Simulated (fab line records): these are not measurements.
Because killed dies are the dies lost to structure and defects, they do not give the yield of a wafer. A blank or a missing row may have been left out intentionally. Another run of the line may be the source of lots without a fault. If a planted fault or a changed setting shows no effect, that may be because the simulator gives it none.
Which tool did it? :: flow sfq line :: 42 wafers from 14 lots sampled at 6 of the route's 325 steps

== WHAT EACH GAUGE READ, for each wafer ==
SFQ_M0_RS_MEAS_904: uses a four-point probe to measure. Usual: M0_NB_RS 0.891 ohm/sq, standard deviation 0.0078.
lot: L697
measured: day 9 02:01
on: film metro-04
M0_NB_RS (ohm/sq): 0.879 0.896 0.883
flag: 

lot: L698
measured: day 9 12:50
on: film metro-01
M0_NB_RS (ohm/sq): 0.870 0.872 0.873
flag: 

lot: L699
measured: day 9 20:00
on: film metro-04
M0_NB_RS (ohm/sq): 0.885 0.887 0.880
flag: 

lot: L701
measured: day 10 04:32
on: film metro-03
M0_NB_RS (ohm/sq): 0.890 0.896 0.889
flag: 

lot: L703
measured: day 10 14:52
on: film metro-01
M0_NB_RS (ohm/sq): 0.886 0.882 0.889
flag: 

lot: L704
measured: day 10 19:41
on: film metro-04
M0_NB_RS (ohm/sq): 0.884 0.890 0.886
flag: 

lot: L705
measured: day 10 22:50
on: film metro-04
M0_NB_RS (ohm/sq): 0.895 0.899 0.898
flag: 

lot: L708
measured: day 11 11:52
on: film metro-03
M0_NB_RS (ohm/sq): 0.905 0.900 0.893
flag: 

lot: L710
measured: day 12 06:10
on: film metro-04
M0_NB_RS (ohm/sq): 0.886 0.894 0.899
flag: 

lot: L712
measured: day 12 22:48
on: film metro-03
M0_NB_RS (ohm/sq): 0.894 0.890 0.888
flag: 

lot: L713
measured: day 13 06:01
on: film metro-03
M0_NB_RS (ohm/sq): 1.206 1.199 1.202
flag: OFF

lot: L714
measured: day 13 16:47
on: film metro-01
M0_NB_RS (ohm/sq): 0.894 0.888 0.891
flag: 

lot: L715
measured: day 13 17:59
on: film metro-03
M0_NB_RS (ohm/sq): 1.200 1.170 1.176
flag: OFF

lot: L720
measured: day 15 20:08
on: film metro-03
M0_NB_RS (ohm/sq): 0.878 0.905 0.892
flag: 

SFQ_R5_OVL_MEAS_935. Usual: R5_OVL 1 nm, standard deviation 5.4.
lot: L697
measured: day 62 04:44
on: overlay-01
R5_OVL (nm): 3 -2 -1
flag: 

lot: L698
measured: day 62 09:32
on: overlay-01
R5_OVL (nm): -3 -5 -3
flag: 

lot: L699
measured: day 62 10:43
on: overlay-02
R5_OVL (nm): 1 0 -2
flag: 

lot: L701
measured: day 62 17:55
on: overlay-01
R5_OVL (nm): -1 -1 -3
flag: 

lot: L703
measured: day 63 13:23
on: overlay-02
R5_OVL (nm): -3 -9 2
flag: 

lot: L704
measured: day 63 23:43
on: overlay-02
R5_OVL (nm): 0 -1 0
flag: 

lot: L705
measured: day 64 02:06
on: overlay-02
R5_OVL (nm): -3 -6 -6
flag: 

lot: L708
measured: day 66 03:34
on: overlay-02
R5_OVL (nm): 0 3 -4
flag: 

lot: L710
measured: day 66 10:53
on: overlay-01
R5_OVL (nm): -4 -1 -1
flag: 

lot: L712
measured: day 66 20:11
on: overlay-01
R5_OVL (nm): -3 -2 -3
flag: 

lot: L713
measured: day 66 23:48
on: overlay-01
R5_OVL (nm): 12 12 10
flag: 

lot: L714
measured: day 67 04:35
on: overlay-01
R5_OVL (nm): 6 12 10
flag: 

lot: L715
measured: day 67 12:59
on: overlay-01
R5_OVL (nm): -5 -3 -5
flag: 

lot: L720
measured: day 69 05:50
on: overlay-02
R5_OVL (nm): 13 3 5
flag: 

== EACH LOT AND THE TOOL THAT RAN IT (in order: tool; ch and the chambers of the sampled wafers; start) ==
lot: L697
SFQ_TRILAYER_L0_ETCH_METAL_ETCH_008: rie metal-01 ch 1, day 5 08:54
SFQ_TRILAYER_M0_DEP_SPUTTER_019: pvd sputter-03, day 9 01:55
SFQ_TRILAYER_M0_ETCH_METAL_ETCH_024: rie metal-04 ch 0,1, day 13 21:59
SFQ_TRILAYER_M1_STRIP_STRIP_043: rie metal-04 ch 0,1, day 26 04:24

lot: L698
SFQ_TRILAYER_L0_ETCH_METAL_ETCH_008: rie metal-01 ch 0,1, day 5 13:43
SFQ_TRILAYER_M0_DEP_SPUTTER_019: pvd sputter-05, day 9 12:43
SFQ_TRILAYER_M0_ETCH_METAL_ETCH_024: rie metal-04 ch 0,1, day 14 10:01
SFQ_TRILAYER_M1_STRIP_STRIP_043: rie metal-04 ch 0,1, day 26 11:48

lot: L699
SFQ_TRILAYER_L0_ETCH_METAL_ETCH_008: rie metal-02 ch 0,1, day 5 18:30
SFQ_TRILAYER_M0_DEP_SPUTTER_019: pvd sputter-05, day 9 19:55
SFQ_TRILAYER_M0_ETCH_METAL_ETCH_024: rie metal-04 ch 0, day 14 20:47
SFQ_TRILAYER_M1_STRIP_STRIP_043: rie metal-02 ch 0,1, day 26 20:00

lot: L701
SFQ_TRILAYER_L0_ETCH_METAL_ETCH_008: rie metal-04 ch 0, day 5 23:18
SFQ_TRILAYER_M0_DEP_SPUTTER_019: pvd sputter-03, day 10 04:26
SFQ_TRILAYER_M0_ETCH_METAL_ETCH_024: rie metal-03 ch 0,1, day 14 23:11
SFQ_TRILAYER_M1_STRIP_STRIP_043: rie metal-02 ch 0,1, day 27 00:56

lot: L703
SFQ_TRILAYER_L0_ETCH_METAL_ETCH_008: rie metal-04 ch 0,1, day 6 04:06
SFQ_TRILAYER_M0_DEP_SPUTTER_019: pvd sputter-04, day 10 14:46
SFQ_TRILAYER_M0_ETCH_METAL_ETCH_024: rie metal-03 ch 1, day 15 01:35
SFQ_TRILAYER_M1_STRIP_STRIP_043: rie metal-01 ch 0,1, day 27 11:47

lot: L704
SFQ_TRILAYER_L0_ETCH_METAL_ETCH_008: rie metal-04 ch 0,1, day 6 08:55
SFQ_TRILAYER_M0_DEP_SPUTTER_019: pvd sputter-03, day 10 19:34
SFQ_TRILAYER_M0_ETCH_METAL_ETCH_024: rie metal-02 ch 0,1, day 15 02:49
SFQ_TRILAYER_M1_STRIP_STRIP_043: rie metal-04 ch 0,1, day 27 13:08

lot: L705
SFQ_TRILAYER_L0_ETCH_METAL_ETCH_008: rie metal-01 ch 0,1, day 6 14:54
SFQ_TRILAYER_M0_DEP_SPUTTER_019: pvd sputter-05, day 10 22:44
SFQ_TRILAYER_M0_ETCH_METAL_ETCH_024: rie metal-04 ch 0,1, day 15 03:59
SFQ_TRILAYER_M1_STRIP_STRIP_043: rie metal-02 ch 0,1, day 27 16:32

lot: L708
SFQ_TRILAYER_L0_ETCH_METAL_ETCH_008: rie metal-02 ch 0,1, day 7 05:21
SFQ_TRILAYER_M0_DEP_SPUTTER_019: pvd sputter-04, day 11 11:46
SFQ_TRILAYER_M0_ETCH_METAL_ETCH_024: rie metal-04 ch 0,1, day 16 15:35
SFQ_TRILAYER_M1_STRIP_STRIP_043: rie metal-02 ch 0,1, day 29 10:39

lot: L710
SFQ_TRILAYER_L0_ETCH_METAL_ETCH_008: rie metal-04 ch 0,1, day 7 18:33
SFQ_TRILAYER_M0_DEP_SPUTTER_019: pvd sputter-05, day 12 06:04
SFQ_TRILAYER_M0_ETCH_METAL_ETCH_024: rie metal-04 ch 0,1, day 17 09:43
SFQ_TRILAYER_M1_STRIP_STRIP_043: rie metal-01 ch 0,1, day 30 07:18

lot: L712
SFQ_TRILAYER_L0_ETCH_METAL_ETCH_008: rie metal-04 ch 0,1, day 8 08:15
SFQ_TRILAYER_M0_DEP_SPUTTER_019: pvd sputter-03, day 12 22:41
SFQ_TRILAYER_M0_ETCH_METAL_ETCH_024: rie metal-02 ch 0,1, day 18 03:44
SFQ_TRILAYER_M1_STRIP_STRIP_043: rie metal-02 ch 0, day 30 22:54

lot: L713
SFQ_TRILAYER_L0_ETCH_METAL_ETCH_008: rie metal-02 ch 0,1, day 8 13:04
SFQ_TRILAYER_M0_DEP_SPUTTER_019: pvd sputter-04, day 13 05:53
SFQ_TRILAYER_M0_ETCH_METAL_ETCH_024: rie metal-04 ch 0, day 18 15:52
SFQ_TRILAYER_M1_STRIP_STRIP_043: rie metal-04 ch 0,1, day 31 08:21

lot: L714
SFQ_TRILAYER_L0_ETCH_METAL_ETCH_008: rie metal-04 ch 0,1, day 8 19:03
SFQ_TRILAYER_M0_DEP_SPUTTER_019: pvd sputter-03, day 13 16:41
SFQ_TRILAYER_M0_ETCH_METAL_ETCH_024: rie metal-03 ch 0,1, day 19 08:08
SFQ_TRILAYER_M1_STRIP_STRIP_043: rie metal-04 ch 0, day 31 17:53

lot: L715
SFQ_TRILAYER_L0_ETCH_METAL_ETCH_008: rie metal-01 ch 0,1, day 8 23:51
SFQ_TRILAYER_M0_DEP_SPUTTER_019: pvd sputter-04, day 13 17:54
SFQ_TRILAYER_M0_ETCH_METAL_ETCH_024: rie metal-02 ch 0,1, day 19 10:32
SFQ_TRILAYER_M1_STRIP_STRIP_043: rie metal-04 ch 0,1, day 31 21:29

lot: L720
SFQ_TRILAYER_L0_ETCH_METAL_ETCH_008: rie metal-01 ch 0,1, day 10 15:42
SFQ_TRILAYER_M0_DEP_SPUTTER_019: pvd sputter-03, day 15 20:01
SFQ_TRILAYER_M0_ETCH_METAL_ETCH_024: rie metal-02 ch 0,1, day 21 23:52
SFQ_TRILAYER_M1_STRIP_STRIP_043: rie metal-02 ch 1, day 34 11:07
- SFQ_TRILAYER_L0_ETCH_METAL_ETCH_008: etches MoNx KI in SF6/O2, stops on SiO2, target depth 50 nm, time 25 s.
- SFQ_TRILAYER_M0_DEP_SPUTTER_019: material Nb, target thk 200 nm, time 133.3 s.
- SFQ_TRILAYER_M0_ETCH_METAL_ETCH_024: etches Nb in Cl2/Ar, stops on SiO2, target depth 240 nm, time 120 s.
- SFQ_TRILAYER_M1_STRIP_STRIP_043: strips in O2.

== AS READ BY THE TOOLS THEMSELVES (means over the sampled wafers that have a number; for cases with no such wafer, the mark the record gives instead) ==
SFQ_TRILAYER_L0_ETCH_METAL_ETCH_008. Usual: drypump motor current A 6.0 A, standard deviation 0.5; oes product au 0.876 a.u., standard deviation 0.007.
lot: L697
tool: rie metal-01
drypump motor current A (A): 6.6
oes product au (a.u.): 0.880
flag: 

lot: L698
tool: rie metal-01
drypump motor current A (A): 5.9
oes product au (a.u.): 0.880
flag: 

lot: L699
tool: rie metal-02
drypump motor current A (A): 5.5
oes product au (a.u.): 0.882
flag: 

lot: L701
tool: rie metal-04
drypump motor current A (A): 6.2
oes product au (a.u.): 0.875
flag: 

lot: L703
tool: rie metal-04
drypump motor current A (A): 6.2
oes product au (a.u.): 0.870
flag: 

lot: L704
tool: rie metal-04
drypump motor current A (A): 6.2
oes product au (a.u.): 0.879
flag: 

lot: L705
tool: rie metal-01
drypump motor current A (A): 6.2
oes product au (a.u.): 0.879
flag: 

lot: L708
tool: rie metal-02
drypump motor current A (A): 5.9
oes product au (a.u.): 0.880
flag: 

lot: L710
tool: rie metal-04
drypump motor current A (A): 6.2
oes product au (a.u.): 0.865
flag: 

lot: L712
tool: rie metal-04
drypump motor current A (A): 6.2
oes product au (a.u.): 0.878
flag: 

lot: L713
tool: rie metal-02
drypump motor current A (A): 5.9
oes product au (a.u.): 0.877
flag: 

lot: L714
tool: rie metal-04
drypump motor current A (A): 6.2
oes product au (a.u.): 0.877
flag: 

lot: L715
tool: rie metal-01
drypump motor current A (A): 5.8
oes product au (a.u.): 0.870
flag: 

lot: L720
tool: rie metal-01
drypump motor current A (A): 6.2
oes product au (a.u.): 0.876
flag: 

SFQ_TRILAYER_M0_DEP_SPUTTER_019. Usual: chamber pressure pa 0.13329 Pa, standard deviation 0.00027; throttle valve pct 30.5 %, standard deviation 1.1.
lot: L697
tool: pvd sputter-03
chamber pressure pa (Pa): 0.13306
throttle valve pct (%): 31.0
flag: 

lot: L698
tool: pvd sputter-05
chamber pressure pa (Pa): 0.13341
throttle valve pct (%): 30.9
flag: 

lot: L699
tool: pvd sputter-05
chamber pressure pa (Pa): 0.13296
throttle valve pct (%): 31.3
flag: 

lot: L701
tool: pvd sputter-03
chamber pressure pa (Pa): 0.13325
throttle valve pct (%): 30.5
flag: 

lot: L703
tool: pvd sputter-04
chamber pressure pa (Pa): 0.13343
throttle valve pct (%): 29.3
flag: 

lot: L704
tool: pvd sputter-03
chamber pressure pa (Pa): 0.13307
throttle valve pct (%): 31.1
flag: 

lot: L705
tool: pvd sputter-05
chamber pressure pa (Pa): 0.13318
throttle valve pct (%): 31.2
flag: 

lot: L708
tool: pvd sputter-04
chamber pressure pa (Pa): 0.13336
throttle valve pct (%): 29.9
flag: 

lot: L710
tool: pvd sputter-05
chamber pressure pa (Pa): 0.13334
throttle valve pct (%): 31.1
flag: 

lot: L712
tool: pvd sputter-03
chamber pressure pa (Pa): 0.13335
throttle valve pct (%): 30.9
flag: 

lot: L713
tool: pvd sputter-04
chamber pressure pa (Pa): 0.13336
throttle valve pct (%): 31.0
flag: 

lot: L714
tool: pvd sputter-03
chamber pressure pa (Pa): 0.13350
throttle valve pct (%): 31.0
flag: 

lot: L715
tool: pvd sputter-04
chamber pressure pa (Pa): 0.13348
throttle valve pct (%): 30.0
flag: 

lot: L720
tool: pvd sputter-03
chamber pressure pa (Pa): 0.13313
throttle valve pct (%): 30.6
flag: 

SFQ_TRILAYER_M0_ETCH_METAL_ETCH_024. Usual: drypump motor current A 5.8 A, standard deviation 0.49; oes product au 0.893 a.u., standard deviation 0.006.
lot: L697
tool: rie metal-04
drypump motor current A (A): 6.2
oes product au (a.u.): 0.895
flag: 

lot: L698
tool: rie metal-04
drypump motor current A (A): 6.2
oes product au (a.u.): 0.903
flag: 

lot: L699
tool: rie metal-04
drypump motor current A (A): 6.2
oes product au (a.u.): 0.897
flag: 

lot: L701
tool: rie metal-03
drypump motor current A (A): 5.4
oes product au (a.u.): 0.891
flag: 

lot: L703
tool: rie metal-03
drypump motor current A (A): 5.2
oes product au (a.u.): 0.896
flag: 

lot: L704
tool: rie metal-02
drypump motor current A (A): 5.9
oes product au (a.u.): 0.896
flag: 

lot: L705
tool: rie metal-04
drypump motor current A (A): 6.2
oes product au (a.u.): 0.888
flag: 

lot: L708
tool: rie metal-04
drypump motor current A (A): 6.2
oes product au (a.u.): 0.890
flag: 

lot: L710
tool: rie metal-04
drypump motor current A (A): 6.2
oes product au (a.u.): 0.893
flag: 

lot: L712
tool: rie metal-02
drypump motor current A (A): 5.9
oes product au (a.u.): 0.893
flag: 

lot: L713
tool: rie metal-04
drypump motor current A (A): 6.2
oes product au (a.u.): 0.762
flag: OFF

lot: L714
tool: rie metal-03
drypump motor current A (A): 5.4
oes product au (a.u.): 0.889
flag: 

lot: L715
tool: rie metal-02
drypump motor current A (A): 5.5
oes product au (a.u.): 0.765
flag: OFF

lot: L720
tool: rie metal-02
drypump motor current A (A): 5.5
oes product au (a.u.): 0.893
flag: 

SFQ_TRILAYER_M1_STRIP_STRIP_043. Usual: drypump motor current A 6.0 A, standard deviation 0.49; oes product au 1.006 a.u., standard deviation 0.0098.
lot: L697
tool: rie metal-04
drypump motor current A (A): 6.2
oes product au (a.u.): 1.009
flag: 

lot: L698
tool: rie metal-04
drypump motor current A (A): 6.2
oes product au (a.u.): 1.018
flag: 

lot: L699
tool: rie metal-02
drypump motor current A (A): 5.5
oes product au (a.u.): 1.000
flag: 

lot: L701
tool: rie metal-02
drypump motor current A (A): 5.9
oes product au (a.u.): 0.995
flag: 

lot: L703
tool: rie metal-01
drypump motor current A (A): 6.2
oes product au (a.u.): 0.995
flag: 

lot: L704
tool: rie metal-04
drypump motor current A (A): 6.2
oes product au (a.u.): 1.005
flag: 

lot: L705
tool: rie metal-02
drypump motor current A (A): 5.5
oes product au (a.u.): 1.004
flag: 

lot: L708
tool: rie metal-02
drypump motor current A (A): 5.5
oes product au (a.u.): 1.007
flag: 

lot: L710
tool: rie metal-01
drypump motor current A (A): 6.2
oes product au (a.u.): 0.988
flag: 

lot: L712
tool: rie metal-02
drypump motor current A (A): 6.3
oes product au (a.u.): 1.005
flag: 

lot: L713
tool: rie metal-04
drypump motor current A (A): 6.2
oes product au (a.u.): 1.012
flag: 

lot: L714
tool: rie metal-04
drypump motor current A (A): 6.2
oes product au (a.u.): 1.007
flag: 

lot: L715
tool: rie metal-04
drypump motor current A (A): 6.2
oes product au (a.u.): 1.009
flag: 

lot: L720
tool: rie metal-02
drypump motor current A (A): 5.1
oes product au (a.u.): 1.011
flag: 

== THE ANSWER, worked out from the rows above alone ==
Rule: lot off if the mean of its wafers having a number is beyond 3 standard deviations from the usual mean. Also off: a lot with no number at a reading for which 4 or more lots have one. The other lots that the step has rows for count as sound. First the gauges in route order, then the tools' own readings, where a lot's mean is used as printed above. At the first step where some lot is off, the reading lying furthest off is the one used; lots without a number count as furthest.
Off: L713, L715, seen at SFQ_M0_RS_MEAS_904 (M0_NB_RS).
A tool fits if, at a process step before that reading, it ran every lot that is off, and no sound lot after the first of them. Not tried: the gauges at SFQ_M0_RS_MEAS_904; whatever is off there is also off at SFQ_TRILAYER_M0_ETCH_METAL_ETCH_024, on other tools, and gauge error can't account for it. One candidate fits, namely pvd sputter-04 at SFQ_TRILAYER_M0_DEP_SPUTTER_019. A fault onset in the window from L708 (day 11 11:46, its last sound lot) to L713 (day 13 05:53, its first lot off) fits.

== WHAT THE SIMULATOR HAD PUT IN ==
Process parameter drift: pvd sputter-04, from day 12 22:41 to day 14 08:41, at SFQ_TRILAYER_M0_DEP_SPUTTER_019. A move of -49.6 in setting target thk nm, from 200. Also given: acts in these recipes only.
Shown lots that were struck: L713, L715. Same finding as the rule above.
